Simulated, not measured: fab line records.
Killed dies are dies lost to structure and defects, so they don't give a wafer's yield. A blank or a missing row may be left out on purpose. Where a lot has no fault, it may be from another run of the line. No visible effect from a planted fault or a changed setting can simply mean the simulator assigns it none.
fab line records + flow gf180mcu
[record]
- lots = 11
- wafers = 33
- lastDay = 34
route steps=602 shown MVSD@68 VT_IMPLANT@135 CONTACT@310 M1@319
lots untouched by any fault: they come from a run of this same line in which no faults occurred
startH: the number of hours between the record's first day and the start of the first shown wafer of the lot + waitH: hours elapsed since this lot's preceding step + " identical to the entry in the row above + L1.1+2: a row that stands for several wafers + - either no value or no given start + * or withheld: withheld + < > ~ a bound
route shown NAME@n: a module of which the file shows steps, and the number in the route of the first + usual: mean and standard deviation over wafers with no fault + same: alike in all rows + chamber/n: place in a boat + sites: each site's reading + _std_site: standard deviation across them + _edge_site: inner sites' mean taken away from outer sites' mean + radiusMm: for every site, how far away it sits from the centre of the wafer + mask NAME#n: copy n + behind: the last tool/chamber to shape the wafer + hold: why the lot was held/for how many hours/how that ended + device: the n, p or np transistor that did not switch + end of line: the tests these same wafers got at the end of their route + a step without rows: its recipe alone + killed: dies lost to structure and defects at the first sort, not the wafer's yield + map: a wafer's dies, marking killed ones x, the rest . and places with no die _
set.NAME: setting as actually run; set.NAME@STEP: the setting as run at that earlier step + model.NAME: the simulator's own value behind a step, which no gauge read
the route's steps for a sample of lots (tables are steps, rows are wafers)
services: from which hour (startH, from the record's first day; less than 0 if before it) a tool's chamber was out of use, for how many hours, and why
[[steps]]
[step GF_MVSD_COAT_02]
[recipe]
- spinRpm = 2000
- resistThkNm = 3028
[usual]
- spinSpeedRpm = 2000.0/1.3
| lot.wafer | tool          | chamber | startH | waitH | spinSpeedRpm |
|-----------|---------------|---------|--------|-------|--------------|
| L663.3    | lithoTrack-03 | 0       | 77.75  | 0.1   | 1998.3       |
| L663.5    | "             | 0       | "      | "     | 1998.9       |
| L663.6    | "             | 0       | "      | "     | 1999.2       |
| L664.3    | lithoTrack-02 | 0       | 81.00  | 0.1   | 2001.5       |
| L664.4    | "             | 0       | "      | "     | 1997.7       |
| L664.5    | "             | 0       | "      | "     | 2000.3       |
| L665.1    | lithoTrack-03 | 0       | 92.20  | 0.1   | 2000.8       |
| L665.5    | "             | 0       | "      | "     | 2002.3       |
| L665.6    | "             | 0       | "      | "     | 2001.1       |
| L666.1    | lithoTrack-04 | 0       | 94.65  | 0.1   | 2000.8       |
| L666.5    | "             | 0       | "      | "     | 1998.3       |
| L666.6    | "             | 0       | "      | "     | 1998.6       |
| L667.1    | lithoTrack-03 | 0       | 98.50  | 0.1   | 2000.3       |
| L667.3    | "             | 0       | "      | "     | 2002.1       |
| L667.4    | "             | 0       | "      | "     | 2001.8       |
| L668.1    | lithoTrack-03 | 0       | 103.65 | 0.1   | 2000.6       |
| L668.4    | "             | 0       | "      | "     | 1998.7       |
| L668.5    | "             | 0       | "      | "     | 1999.2       |
| L675.3    | lithoTrack-03 | 0       | 145.85 | 0.1   | 2160.9       |
| L675.5    | "             | 0       | "      | "     | 2160.4       |
| L675.6    | "             | 0       | "      | "     | 2161.7       |
| L676.1    | lithoTrack-03 | 0       | 149.85 | 0.1   | 2162.2       |
| L676.3    | "             | 0       | "      | "     | 2160.3       |
| L676.4    | "             | 0       | "      | "     | 2162.5       |
| L681.2    | lithoTrack-02 | 0       | 177.68 | 0.1   | 2001.5       |
| L681.3    | "             | 0       | "      | "     | 2000.2       |
| L681.6    | "             | 0       | "      | "     | 1999.0       |
| L682.3    | lithoTrack-02 | 0       | 184.60 | 0.1   | 2000.7       |
| L682.4    | "             | 0       | "      | "     | 2001.3       |
| L682.6    | "             | 0       | "      | "     | 2002.6       |
| L684.3    | lithoTrack-04 | 0       | 197.30 | 0.1   | 1996.3       |
| L684.4    | "             | 0       | "      | "     | 1998.2       |
| L684.5    | "             | 0       | "      | "     | 1999.4       |
[step GF_MVSD_STRIP_10]
[recipe]
- chemistry = O2/N2
- powerW = 1400
- pressureMtorr = 1500
- platenTempC = 250
- o2FlowSccm = 3000
- n2FlowSccm = 300
- overashFraction = 0.5
[usual]
- drypumpMotorCurrentA = 5.6/0.55
- heaterPowerW = 370/34
- oesProductAu = 0.723/0.0046
- stripTimeToEndpointS = 37.31/0.11
| lot.wafer | tool           | chamber | startH | waitH | drypumpMotorCurrentA | heaterPowerW | oesProductAu | rfHoursCounterH | stripTimeToEndpointS |
|-----------|----------------|---------|--------|-------|----------------------|--------------|--------------|-----------------|----------------------|
| L663.3    | plasmaAsher-01 | 0       | 84.67  | 0.1   | 6.5                  | 373          | 0.722        | -               | 37.44                |
| L663.5    | "              | 1       | "      | "     | 5.7                  | 359          | 0.727        | -               | 37.43                |
| L663.6    | "              | 0       | "      | "     | 6.5                  | 379          | 0.729        | -               | 37.55                |
| L664.3    | plasmaAsher-03 | 0       | 88.57  | 0.1   | 4.7                  | 431          | 0.720        | -               | 37.30                |
| L664.4    | "              | 1       | "      | "     | 5.7                  | 315          | 0.720        | -               | 37.28                |
| L664.5    | "              | 1       | "      | "     | 5.7                  | 321          | 0.720        | -               | 37.36                |
| L665.1    | plasmaAsher-03 | 0       | 99.58  | 0.1   | 4.7                  | 413          | 0.723        | 45              | 37.28                |
| L665.5    | "              | 1       | "      | "     | 5.7                  | 311          | 0.724        | -               | 37.38                |
| L665.6    | "              | 0       | "      | "     | 4.7                  | 428          | 0.729        | -               | 37.23                |
| L666.1    | plasmaAsher-01 | 1       | 102.08 | 0.1   | 5.7                  | 350          | 0.717        | 45              | 37.33                |
| L666.5    | "              | 0       | "      | "     | 6.5                  | 373          | 0.727        | -               | 37.30                |
| L666.6    | "              | 1       | "      | "     | 5.7                  | 354          | 0.724        | -               | 37.35                |
| L667.1    | plasmaAsher-03 | 0       | 105.64 | 0.1   | 4.7                  | 422          | 0.725        | 46              | 37.49                |
| L667.3    | "              | 1       | "      | "     | 5.7                  | 312          | 0.719        | -               | 37.42                |
| L667.4    | "              | 0       | "      | "     | 4.7                  | 416          | 0.726        | -               | 37.32                |
| L668.1    | plasmaAsher-01 | 0       | 111.24 | 0.1   | 6.5                  | 376          | 0.727        | 46              | 37.30                |
| L668.4    | "              | 0       | "      | "     | 6.5                  | 378          | 0.719        | -               | 37.22                |
| L668.5    | "              | 1       | "      | "     | 5.6                  | 357          | 0.726        | -               | 37.26                |
| L675.3    | plasmaAsher-01 | 1       | 153.87 | 0.1   | 5.6                  | 351          | 0.717        | -               | 35.94                |
| L675.5    | "              | 0       | "      | "     | 6.5                  | 369          | 0.722        | -               | 35.95                |
| L675.6    | "              | 1       | "      | "     | 5.7                  | 351          | 0.721        | -               | 35.91                |
| L676.1    | plasmaAsher-02 | 0       | 157.99 | 0.1   | 5.3                  | 382          | 0.730        | 36              | 35.91                |
| L676.3    | "              | 0       | "      | "     | 5.3                  | 381          | 0.718        | -               | 35.84                |
| L676.4    | "              | 1       | "      | "     | 5.6                  | 360          | 0.725        | -               | 35.95                |
| L681.2    | plasmaAsher-01 | 0       | 186.24 | 0.1   | 6.5                  | 385          | 0.726        | 54              | 37.16                |
| L681.3    | "              | 1       | "      | "     | 5.7                  | 350          | 0.713        | -               | 37.37                |
| L681.6    | "              | 1       | "      | "     | 5.7                  | 353          | 0.719        | -               | 37.36                |
| L682.3    | plasmaAsher-03 | 1       | 193.42 | 0.1   | 5.7                  | 313          | 0.716        | -               | 37.30                |
| L682.4    | "              | 0       | "      | "     | 4.7                  | 427          | 0.729        | -               | 37.40                |
| L682.6    | "              | 0       | "      | "     | 4.7                  | 420          | 0.724        | -               | 37.34                |
| L684.3    | plasmaAsher-01 | 0       | 206.22 | 0.1   | 6.5                  | 386          | 0.725        | -               | 37.04                |
| L684.4    | "              | 1       | "      | "     | 5.6                  | 352          | 0.726        | -               | 37.13                |
| L684.5    | "              | 0       | "      | "     | 6.5                  | 372          | 0.726        | -               | 37.11                |
[step GF_VT_IMPLANT_RTA_45]
[recipe]
- tempC = 1050
- timeS = 30
- ambient = N2
[usual]
- annealTempCMax = 1055.2/1.9
- lampPowerPct = 36.04/0.2
- wafer_temp_C_max = 1053.4/0.77
| lot.wafer | tool         | chamber | startH | waitH | annealTempCMax | lampPowerPct | wafer_temp_C_max |
|-----------|--------------|---------|--------|-------|----------------|--------------|------------------|
| L663.3    | rtpAnneal-02 | 0       | 159.13 | 0.0   | 1053.2         | 35.76        | 1053.1           |
| L663.5    | "            | 0       | "      | "     | 1054.9         | 35.72        | 1052.8           |
| L663.6    | "            | 0       | "      | "     | 1054.2         | 35.76        | 1054.8           |
| L664.3    | rtpAnneal-01 | 0       | 164.59 | 0.0   | 1055.7         | 36.15        | 1053.0           |
| L664.4    | "            | 0       | "      | "     | 1055.8         | 36.22        | 1053.9           |
| L664.5    | "            | 0       | "      | "     | 1058.1         | 36.18        | 1053.0           |
| L665.1    | rtpAnneal-01 | 0       | 175.91 | 0.0   | 1055.4         | 36.24        | 1054.1           |
| L665.5    | "            | 0       | "      | "     | 1056.1         | 36.18        | 1053.0           |
| L665.6    | "            | 0       | "      | "     | 1055.9         | 36.22        | 1053.1           |
| L666.1    | rtpAnneal-01 | 0       | 180.99 | 0.0   | 1056.3         | 36.15        | 1054.7           |
| L666.5    | "            | 0       | "      | "     | 1056.5         | 36.16        | 1053.5           |
| L666.6    | "            | 0       | "      | "     | 1055.3         | 36.25        | 1054.2           |
| L667.1    | rtpAnneal-01 | 0       | 183.30 | 0.0   | 1056.5         | 36.16        | 1053.1           |
| L667.3    | "            | 0       | "      | "     | 1057.6         | 36.14        | 1052.4           |
| L667.4    | "            | 0       | "      | "     | 1055.7         | 36.18        | 1052.8           |
| L668.1    | rtpAnneal-01 | 0       | 190.83 | 0.0   | 1057.5         | 36.16        | 1052.5           |
| L668.4    | "            | 0       | "      | "     | 1056.3         | 36.16        | 1052.4           |
| L668.5    | "            | 0       | "      | "     | 1056.5         | 36.22        | 1051.8           |
| L675.3    | rtpAnneal-01 | 0       | 240.47 | 0.0   | 1056.5         | 36.17        | 1052.8           |
| L675.5    | "            | 0       | "      | "     | 1055.8         | 36.16        | 1054.2           |
| L675.6    | "            | 0       | "      | "     | 1055.9         | 36.18        | 1053.1           |
| L676.1    | rtpAnneal-01 | 0       | 245.94 | 0.0   | 1056.6         | 36.21        | 1053.5           |
| L676.3    | "            | 0       | "      | "     | 1055.0         | 36.15        | 1053.5           |
| L676.4    | "            | 0       | "      | "     | 1056.1         | 36.14        | 1052.7           |
| L681.2    | rtpAnneal-01 | 0       | 277.89 | 0.0   | 1060.3         | 36.18        | 1053.1           |
| L681.3    | "            | 0       | "      | "     | 1056.2         | 36.20        | 1052.2           |
| L681.6    | "            | 0       | "      | "     | 1054.8         | 36.16        | 1052.6           |
| L682.3    | rtpAnneal-01 | 0       | 285.93 | 0.0   | 1057.6         | 36.21        | 1053.7           |
| L682.4    | "            | 0       | "      | "     | 1056.6         | 36.16        | 1053.1           |
| L682.6    | "            | 0       | "      | "     | 1060.1         | 36.19        | 1054.2           |
| L684.3    | rtpAnneal-02 | 0       | 300.73 | 0.0   | 1053.0         | 35.76        | 1054.2           |
| L684.4    | "            | 0       | "      | "     | 1052.1         | 35.78        | 1052.7           |
| L684.5    | "            | 0       | "      | "     | 1053.9         | 35.78        | 1053.9           |
[step GF_CONTACT_SPUTTER_23]
[recipe]
- material = TiN
- targetThkNm = 10
- chamberPressurePa = 5
- powerW = 4000
- timeS = 40
[usual]
- throttleValvePct = 30.1/0.99
| lot.wafer | tool          | chamber | startH | waitH | throttleValvePct |
|-----------|---------------|---------|--------|-------|------------------|
| L663.3    | pvdSputter-02 | -       | 364.66 | 0.0   | 29.3             |
| L663.5    | "             | -       | "      | "     | 29.3             |
| L663.6    | "             | -       | "      | "     | 30.1             |
| L664.3    | pvdSputter-02 | -       | 375.71 | 0.0   | 32.8             |
| L664.4    | "             | -       | "      | "     | 29.4             |
| L664.5    | "             | -       | "      | "     | 29.4             |
| L665.1    | pvdSputter-04 | -       | 385.31 | 0.0   | 30.3             |
| L665.5    | "             | -       | "      | "     | 30.3             |
| L665.6    | "             | -       | "      | "     | 30.1             |
| L666.1    | pvdSputter-03 | -       | 389.32 | 0.0   | 29.1             |
| L666.5    | "             | -       | "      | "     | 29.1             |
| L666.6    | "             | -       | "      | "     | 30.0             |
| L667.1    | pvdSputter-04 | -       | 396.38 | 0.0   | 29.3             |
| L667.3    | "             | -       | "      | "     | 30.3             |
| L667.4    | "             | -       | "      | "     | 29.8             |
| L668.1    | pvdSputter-04 | -       | 405.56 | 0.0   | 30.0             |
| L668.4    | "             | -       | "      | "     | 30.1             |
| L668.5    | "             | -       | "      | "     | 30.2             |
| L675.3    | pvdSputter-03 | -       | 475.08 | 0.0   | 30.0             |
| L675.5    | "             | -       | "      | "     | 30.0             |
| L675.6    | "             | -       | "      | "     | 29.4             |
| L676.1    | pvdSputter-02 | -       | 480.36 | 0.0   | 30.5             |
| L676.3    | "             | -       | "      | "     | 32.5             |
| L676.4    | "             | -       | "      | "     | 29.4             |
| L681.2    | pvdSputter-02 | -       | 519.68 | 0.0   | 29.5             |
| L681.3    | "             | -       | "      | "     | 29.3             |
| L681.6    | "             | -       | "      | "     | 29.4             |
| L682.3    | pvdSputter-04 | -       | 529.83 | 0.0   | 30.1             |
| L682.4    | "             | -       | "      | "     | 29.4             |
| L682.6    | "             | -       | "      | "     | 30.1             |
| L684.3    | pvdSputter-03 | -       | 547.33 | 0.0   | 29.8             |
| L684.4    | "             | -       | "      | "     | 30.2             |
| L684.5    | "             | -       | "      | "     | 29.7             |
[step GF_M1_SPUTTER_04]
[recipe]
- material = TiN
- targetThkNm = 50
- powerW = 6577
- timeS = 41.7
- chamberPressurePa = 0.4
[usual]
- throttleValvePct = 29.8/0.53
| lot.wafer | tool          | chamber | startH | waitH | throttleValvePct |
|-----------|---------------|---------|--------|-------|------------------|
| L663.3    | pvdSputter-04 | -       | 365.46 | 0.0   | 29.4             |
| L663.5    | "             | -       | "      | "     | 30.0             |
| L663.6    | "             | -       | "      | "     | 29.8             |
| L664.3    | pvdSputter-03 | -       | 376.80 | 0.0   | 29.6             |
| L664.4    | "             | -       | "      | "     | 29.1             |
| L664.5    | "             | -       | "      | "     | 30.1             |
| L665.1    | pvdSputter-03 | -       | 386.11 | 0.0   | 30.1             |
| L665.5    | "             | -       | "      | "     | 29.6             |
| L665.6    | "             | -       | "      | "     | 30.0             |
| L666.1    | pvdSputter-04 | -       | 390.12 | 0.0   | 30.3             |
| L666.5    | "             | -       | "      | "     | 29.2             |
| L666.6    | "             | -       | "      | "     | 29.6             |
| L667.1    | pvdSputter-03 | -       | 397.18 | 0.0   | 30.2             |
| L667.3    | "             | -       | "      | "     | 30.0             |
| L667.4    | "             | -       | "      | "     | 29.2             |
| L668.1    | pvdSputter-01 | -       | 406.36 | 0.0   | 30.9             |
| L668.4    | "             | -       | "      | "     | 29.5             |
| L668.5    | "             | -       | "      | "     | 31.3             |
| L675.3    | pvdSputter-04 | -       | 475.88 | 0.0   | 29.6             |
| L675.5    | "             | -       | "      | "     | 30.2             |
| L675.6    | "             | -       | "      | "     | 30.1             |
| L676.1    | pvdSputter-03 | -       | 481.32 | 0.0   | 29.3             |
| L676.3    | "             | -       | "      | "     | 30.0             |
| L676.4    | "             | -       | "      | "     | 30.1             |
| L681.2    | pvdSputter-03 | -       | 520.48 | 0.0   | 29.9             |
| L681.3    | "             | -       | "      | "     | 30.2             |
| L681.6    | "             | -       | "      | "     | 30.1             |
| L682.3    | pvdSputter-01 | -       | 530.81 | 0.0   | 29.5             |
| L682.4    | "             | -       | "      | "     | 29.6             |
| L682.6    | "             | -       | "      | "     | 31.2             |
| L684.3    | pvdSputter-04 | -       | 548.26 | 0.0   | 29.7             |
| L684.4    | "             | -       | "      | "     | 29.6             |
| L684.5    | "             | -       | "      | "     | 29.2             |
[[services]]
| tool           | chamber | startH | hours | kind   |
|----------------|---------|--------|-------|--------|
| pvdSputter-02  | -       | 62.22  | 3.5   | repair |
| pvdSputter-04  | -       | 69.72  | 1.4   | repair |
| plasmaAsher-03 | -       | 84.01  | 1.3   | repair |
| plasmaAsher-03 | -       | 108.75 | 9.0   | pm     |
| pvdSputter-02  | -       | 139.99 | 2.5   | repair |
| pvdSputter-04  | -       | 174.72 | 6.4   | repair |
| plasmaAsher-03 | -       | 196.23 | 3.5   | repair |
| pvdSputter-04  | -       | 238.21 | 1.8   | repair |
| pvdSputter-02  | -       | 264.92 | 4.2   | repair |
| pvdSputter-02  | -       | 267.01 | 3.2   | repair |
| plasmaAsher-03 | -       | 268.33 | 1.6   | repair |
| pvdSputter-03  | -       | 316.56 | 1.7   | repair |
| plasmaAsher-03 | -       | 317.58 | 0.7   | repair |
| plasmaAsher-01 | -       | 318.02 | 0.4   | repair |
| pvdSputter-02  | -       | 342.32 | 20.5  | repair |
| plasmaAsher-03 | -       | 349.25 | 0.3   | repair |
| plasmaAsher-01 | -       | 351.07 | 2.8   | pm     |
| rtpAnneal-01   | -       | 351.81 | 3.7   | pm     |
| plasmaAsher-03 | -       | 393.64 | 0.6   | repair |
| plasmaAsher-01 | -       | 394.80 | 28.1  | pm     |
| pvdSputter-03  | -       | 453.78 | 8.7   | repair |
| plasmaAsher-01 | -       | 523.85 | 4.6   | repair |
| pvdSputter-02  | -       | 528.37 | 8.7   | repair |
| pvdSputter-03  | -       | 541.97 | 1.4   | repair |
[[key]]
[firstSign]
- step = GF_MVSD_COAT_02
- reading = spinSpeedRpm
- direction = up
- sigmas = 99+
- usual = *
- struck = *
[effect]
- step = GF_MVSD_STRIP_10
- reading = stripTimeToEndpointS
- direction = down
- sigmas = 13
- usual = *
- struck = *
metAt GF_MVSD_COAT_02
struckLots L675,L676
testerLeftOut L675,L676
notActingAt GF_VT_IMPLANT_RTA_45,GF_CONTACT_SPUTTER_23,GF_M1_SPUTTER_04
onsetBetween 103.65 145.85
[fault]
- kind = processParameterDrift
- tool = lithoTrack-03
- chamber = -
- onsetH = 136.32
- steps = GF_MVSD_COAT_02
- channel = spinRpm
- offset = *
- shape = step
- endH = 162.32
- actsIn = *
- stated = *
// testerLeftOut: of these lots the tester's yield and bins aren't shown, on N5 and GAA mostly nor the transistor test; their killed dies are dies lost to structure and defects alone, not to doping, threshold or leakage, so they don't give the yield
